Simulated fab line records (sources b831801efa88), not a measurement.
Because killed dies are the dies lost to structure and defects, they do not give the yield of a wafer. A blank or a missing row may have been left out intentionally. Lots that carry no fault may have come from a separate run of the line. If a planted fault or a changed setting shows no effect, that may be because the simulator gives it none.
Which of the tools did it? -- flow gf180mcu -- 15 lots, 45 wafers sampled, at 5 steps of a route of 602

WHAT EACH GAUGE READ, for each wafer
GF_STI_CD_MEAS_12: the cd target is 220 nm. Usual: cdNm at 220.4 nm, with a standard deviation of 1.4.
lot,measured,on,cdNm (nm),flag
L544,day 2 01:29,cdSem-01,220.6 222.6 221.3,
L546,day 2 13:10,cdSem-02,220.5 220.6 220.4,
L548,day 2 22:58,cdSem-01,218.7 218.0 218.4,
L550,day 3 07:50,cdSem-02,221.3 220.2 221.6,
L551,day 3 13:11,cdSem-01,220.0 219.4 218.7,
L552,day 3 18:13,cdSem-02,218.8 220.2 219.5,
L553,day 4 01:01,cdSem-02,219.3 219.3 219.0,
L554,day 4 05:26,cdSem-01,218.7 219.5 219.4,
L555,day 4 11:07,cdSem-02,219.2 219.8 220.7,
L556,day 4 15:25,cdSem-01,222.5 222.7 222.9,
L557,day 5 01:09,cdSem-02,218.8 218.8 218.0,
L564,day 6 10:30,cdSem-01,220.4 219.4 220.3,
L565,day 6 14:40,cdSem-01,222.1 221.2 221.0,
L566,day 6 19:56,cdSem-01,219.1 219.6 220.1,
L567,day 6 23:07,cdSem-02,223.0 221.6 222.5,

GF_NWELL_OVL_MEAS_07. Usual: NWELL_OVL gives 0.4 nm (standard deviation 1.3).
lot,measured,on,NWELL_OVL (nm),flag
L544,day 3 06:47,overlay-01,-0.4 0.1 1.3,
L546,day 3 20:01,overlay-01,1.0 -0.1 -1.3,
L548,day 4 05:47,overlay-01,-1.0 -0.7 -2.8,
L550,day 4 15:20,overlay-02,1.0 0.1 -0.3,
L551,day 4 19:59,overlay-02,0.4 2.8 1.7,
L552,day 5 09:32,overlay-02,0.7 -1.1 -1.5,
L553,day 5 20:10,overlay-01,1.3 0.3 0.7,
L554,day 5 20:55,overlay-02,0.9 2.7 1.5,
L555,day 6 04:28,overlay-02,1.3 0.0 0.2,
L556,day 6 04:08,overlay-02,1.1 3.0 1.6,
L557,day 6 12:46,overlay-02,3.6 1.4 2.0,
L564,day 7 22:31,overlay-01,0.4 0.9 0.4,
L565,day 8 03:04,overlay-01,1.5 1.3 -0.7,
L566,day 8 10:10,overlay-02,-2.5 -0.9 -0.6,
L567,day 8 14:44,overlay-02,0.2 -0.5 2.0,

GF_VT_IMPLANT_TW_MEAS_43. Usual: VT_IMPLANT_4_TW gives 692 (standard deviation 4).
lot,measured,on,VT_IMPLANT_4_TW,flag
L544,day 7 12:07,filmMetro-01,688 692 687,
L546,day 8 02:15,filmMetro-03,688 695 692,
L548,day 8 14:40,filmMetro-02,696 691 691,
L550,day 9 02:58,filmMetro-03,695 699 699,
L551,day 9 08:20,filmMetro-02,691 695 690,
L552,day 10 03:16,filmMetro-02,696 695 690,
L553,day 10 14:52,filmMetro-03,696 698 698,
L554,day 10 19:31,filmMetro-02,691 700 692,
L555,day 11 03:18,filmMetro-03,659 659 660,OFF
L556,day 11 02:05,filmMetro-02,660 658 660,OFF
L557,day 11 12:21,filmMetro-03,659 660 661,OFF
L564,day 13 05:57,filmMetro-03,698 696 696,
L565,day 13 11:21,filmMetro-01,683 685 686,
L566,day 13 20:55,filmMetro-03,695 696 694,
L567,day 14 03:01,filmMetro-01,683 685 686,

GF_DUAL_GATE_OVL_MEAS_11. Usual: DUAL_GATE_OVL gives -0.2 nm (standard deviation 1.2).
lot,measured,on,DUAL_GATE_OVL (nm),flag
L544,day 8 06:25,overlay-01,-0.3 -1.4 -0.3,
L546,day 8 21:10,overlay-02,-0.2 -0.3 0.2,
L548,day 9 11:26,overlay-01,-0.2 0.6 1.0,
L550,day 9 23:29,overlay-02,0.3 1.5 0.6,
L551,day 10 04:43,overlay-01,-1.2 -2.2 -0.7,
L552,day 11 00:14,overlay-01,1.3 0.2 0.3,
L553,day 11 11:07,overlay-01,-0.8 2.2 0.7,
L554,day 11 16:10,overlay-02,-1.3 -0.4 -0.3,
L555,day 12 04:34,overlay-02,-0.2 -2.2 -1.0,
L556,day 11 23:43,overlay-01,-0.2 -1.1 0.1,
L557,day 12 11:16,overlay-02,-0.5 -0.6 -0.2,
L564,day 14 04:57,overlay-01,-2.9 -3.0 -1.2,
L565,day 14 11:34,overlay-02,-2.2 0.0 1.3,
L566,day 14 20:36,overlay-01,0.6 1.1 0.0,
L567,day 15 02:53,overlay-01,-0.4 -0.6 0.7,

WHICH TOOL RAN EACH LOT (tool, then ch and the chambers of the sampled wafers, then the start)
lot,GF_VT_IMPLANT_IMPLANT_41
L544,"implanter-03 ch 0, day 7 11:53"
L546,"implanter-04 ch 0, day 8 02:00"
L548,"implanter-03 ch 0, day 8 14:26"
L550,"implanter-04 ch 0, day 9 02:45"
L551,"implanter-02 ch 0, day 9 08:08"
L552,"implanter-03 ch 0, day 10 03:02"
L553,"implanter-02 ch 0, day 10 14:37"
L554,"implanter-03 ch 0, day 10 19:17"
L555,"implanter-03 ch 0, day 11 03:03"
L556,"implanter-03 ch 0, day 11 01:52"
L557,"implanter-03 ch 0, day 11 12:06"
L564,"implanter-02 ch 0, day 13 05:42"
L565,"implanter-04 ch 0, day 13 11:06"
L566,"implanter-04 ch 0, day 13 20:41"
L567,"implanter-04 ch 0, day 14 02:48"
- GF_VT_IMPLANT_IMPLANT_41

AS READ BY THE TOOLS THEMSELVES (means over the sampled wafers that have a number; for cases with no such wafer, the mark the record gives instead)
GF_VT_IMPLANT_IMPLANT_41. Usual: beamEnergyKeV at 70.004, with a standard deviation of 0.021.
lot,tool,beamEnergyKeV,flag
L544,implanter-03,70.025,
L546,implanter-04,70.010,
L548,implanter-03,70.015,
L550,implanter-04,69.987,
L551,implanter-02,70.014,
L552,implanter-03,69.978,
L553,implanter-02,69.998,
L554,implanter-03,70.017,
L555,implanter-03,58.730,OFF
L556,implanter-03,58.734,OFF
L557,implanter-03,58.719,OFF
L564,implanter-02,70.031,
L565,implanter-04,70.002,
L566,implanter-04,69.981,
L567,implanter-04,69.987,

THE ANSWER, worked out from the rows above alone
Rule: a lot is off if the mean of its wafers that have a number lies more than 3 standard deviations from the usual mean. Also off: a lot with no number at a reading for which 4 or more lots have one. All remaining lots with rows at the step are treated as sound. Order of review: gauges by route order, followed by the tools' own readings, for which a lot's mean as printed above is used. At the first step where some lot is off, the reading lying furthest off is the one used; lots without a number count as furthest.
Off: L555, L556, L557, at GF_VT_IMPLANT_TW_MEAS_43 (VT_IMPLANT_4_TW).
A tool fits if, at a process step before that reading, it ran every lot that is off, and no sound lot after the first of them. Not tried: the gauges at GF_VT_IMPLANT_TW_MEAS_43; whatever is off there is also off at GF_VT_IMPLANT_IMPLANT_41, on other tools, and gauge error can't account for it. One candidate fits, namely implanter-03 at GF_VT_IMPLANT_IMPLANT_41. A fault onset in the window from L554 (day 10 19:17, its last sound lot) to L556 (day 11 01:52, its first lot off) fits.
On the lots that are off, the tool's own readings at GF_VT_IMPLANT_IMPLANT_41 differ by more than 5 times the standard deviation of the sound lots' means, which bears it out; beamEnergyKeV reads 58.728 there versus 70.004 on the sound lots.

WHAT WAS PUT IN BY THE SIMULATOR
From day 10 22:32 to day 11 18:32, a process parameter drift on implanter-03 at GF_VT_IMPLANT_IMPLANT_41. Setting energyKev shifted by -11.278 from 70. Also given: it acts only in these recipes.
Struck lots among those shown: L555, L556, L557. The same result came from the rule above.
